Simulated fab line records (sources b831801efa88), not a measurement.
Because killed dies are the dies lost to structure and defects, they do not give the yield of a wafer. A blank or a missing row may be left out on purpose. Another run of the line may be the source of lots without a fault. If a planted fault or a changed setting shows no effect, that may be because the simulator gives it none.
Code-filled problem report in 8D (eight disciplines) form | flow sky130 | the parts of the form that need people (team, actions taken, sign-off) are left out

1. WHAT IS WRONG
SKY_PASSIVATION_CVD_02, rfFwdPowerW: mean 522.3 W over 1 wafer from 1 lot; wafers with no fault: 449.2 W, standard deviation 1.3. That is +56 standard deviations from the usual mean.
The step: deposits Si3N4, target thk 540 nm.
The first sign was on wafer L599.3 at day 47 15:28, on pecvd-04. Wafers with a number at this step in the record: 33, from 11 lots. The rule behind "out" and "out of limits": a value lying over 4 standard deviations away from the usual mean. Any other wafer with a number is counted as sound.

2. WHAT THIS IS AND IS NOT
question                    | is                | is not
which readings at this step | rfFwdPowerW       | heaterPowerOuterW, heaterPowerW
which lots                  | L599              | L586, L589, L590, L591, L592, L593, L595, L603, L604, L607
which wafers of those lots  | L599.3            | L599.1, L599.2
read on which tools         | pecvd-04          | pecvd-01, pecvd-03
when                        | from day 47 15:28 | up to then (23 sound wafers); but 9 sound wafers of L603, L604, L607 came after

3. THE SUSPECTS, EACH WITH WHAT RULES IT OUT
Counting: a tool at a process step up to the reading stays a suspect if it ran every lot that is out. Sound lots after the first of them don't rule it out here, since some wafers of a struck lot are sound.
- pvdSputter-04 at SKY_METAL4_SPUTTER_04 (material TiN, target thk 70 nm, time 58.3 s): kept. L599, the lot that is out, went through it at day 43 22:46; up to then, the latest sound lot through it was L591 at day 41 04:35.
- rieMetal-01 at SKY_METAL5_METAL_ETCH_15 (etches the open film in Cl2/BCl3, stops on SiO2, target depth 1260 nm, time 252 s): kept. L599, the lot that is out, went through it at day 47 14:17; up to then, the latest sound lot through it was L590 at day 45 00:33.
- pecvd-04 at SKY_PASSIVATION_CVD_02 (deposits Si3N4, target thk 540 nm): kept. L599, the lot that is out, went through it at day 47 15:28; up to then, the latest sound lot through it was L592 at day 45 08:20. Its own rfFwdPowerW readings are out on those wafers.
- At SKY_PASSIVATION_CVD_02, inside pecvd-04: chamber 2 took the wafers that are out, while their sound lot-mates went through chambers 0, 1.
After the count, these remain: pvdSputter-04 at SKY_METAL4_SPUTTER_04, rieMetal-01 at SKY_METAL5_METAL_ETCH_15 and pecvd-04 at SKY_PASSIVATION_CVD_02.

4. THE CAUSE (what the simulator had put in)
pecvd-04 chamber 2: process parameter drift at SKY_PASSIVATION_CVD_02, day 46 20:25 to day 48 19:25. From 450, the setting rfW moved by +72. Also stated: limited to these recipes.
After counting, 3 suspects remain, this tool included.

5. SEQUENCE OF EFFECTS, ordered by route
Each row: a reading whose mean over the struck wafers that have a number lies more than 3 standard deviations from the usual. Only readings for which the record gives a usual standard deviation are gone through. hours: the time from each lot's start at the first step in this table that gives one to its start at this step, as a median over the lots. sigmas: the change in usual standard deviations.
hours | step                        | reading                | usual   | on struck wafers | change | sigmas
0     | SKY_PASSIVATION_CVD_02      | rfFwdPowerW            | 449.2 W | 522.3            | +73.1  | +56
0     | SKY_PASSIVATION_THK_MEAS_03 | PASSIVATION_CVD_02_THK | 539 nm  | 560              | +21    | +3.2
Its process steps:
- SKY_PASSIVATION_CVD_02: deposits Si3N4, target thk 540 nm.

6. WHAT WOULD HAVE CAUGHT IT SOONER
In this record no reading fell out of limits until day 47 15:28, 19 hours after the fault had begun at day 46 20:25.
